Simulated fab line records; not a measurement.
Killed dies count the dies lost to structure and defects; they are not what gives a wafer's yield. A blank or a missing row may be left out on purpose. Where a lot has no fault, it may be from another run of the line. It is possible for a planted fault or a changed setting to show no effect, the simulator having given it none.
Matching of chambers	flow sky130	SKY_VIA2_CMP_24 on cmp-02: 4 sister chambers
The step polishes, stops on SiO2, t overpolish 20 s, target thk 0 nm. 16 wafers are shown with their chamber, then 8 later ones without.

WAFERS PAIRED WITH THEIR CHAMBERS
wafer	chamber	motorCurrentA (A)	timeToEndpointS (s)	overpolishRunS (s)
L460.1	3	11.8	100	19.993
L460.3	1	12.2	96	20.011
L460.4	2	9.9	98	20.003
L459.1	3	11.9	103	19.999
L459.2	2	10.6	104	20.011
L459.4	1	11.3	99	20.011
L468.1	1	10.7	95	20.005
L468.3	3	12.0	98	19.994
L468.5	1	11.9	96	19.982
L472.1	3	11.7	104	19.998
L472.2	0	11.7	99	20.014
L472.6	0	11.5	103	19.995
L474.1	1	11.6	93	20.011
L474.4	3	12.0	98	20.007
L474.6	0	11.2	102	20.001
L475.1	0	11.0	107	19.999

SIGNATURES (means of the wafers above)
reading	chamber 0	chamber 1	chamber 2	chamber 3	scatter within a chamber
motorCurrentA	11.350	11.540	10.250	11.880	0.402
timeToEndpointS	102.75	95.80	101.00	100.60	2.9
overpolishRunS	20.00225	20.00400	20.00700	19.99820	0.00908
Rule: a wafer lies at a distance from a chamber equal to the root of the sum of squares, over the readings, of (its reading less the chamber's mean, divided by the reading's scatter). The wafer belongs to the nearest chamber; if the next one is less than 2 further off, it can't be placed. The scatter: the root of (the sum of the squares of (reading less its chamber's mean) over the shown wafers, divided by (wafers less chambers)).

WAFERS MISSING THEIR CHAMBER
wafer	motorCurrentA (A)	timeToEndpointS (s)	overpolishRunS (s)
L475.2	11.2	102	20.010
L475.4	11.0	101	20.006
L477.4	10.8	91	19.996
L477.5	10.1	98	19.987
L477.6	11.4	92	20.000
L479.2	11.6	107	19.997
L479.3	10.1	107	20.008
L479.6	11.4	101	20.007

WHICH CHAMBER EACH ONE RAN IN
wafer	from the rows above	in truth
L475.2	can't be placed: 0 or 3 or 1 or 2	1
L475.4	can't be placed: 0 or 2 or 1 or 3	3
L477.4	can't be placed: 1 or 2 or 3 or 0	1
L477.5	can't be placed: 2 or 0 or 1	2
L477.6	can't be placed: 1 or 3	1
L479.2	can't be placed: 0 or 3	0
L479.3	can't be placed: 2 or 0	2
L479.6	can't be placed: 0 or 3 or 1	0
Correctly placed: 0 of 8. Can't be placed from these rows: 8 (the true chamber is among the candidates in 8). Number placed wrongly: 0.
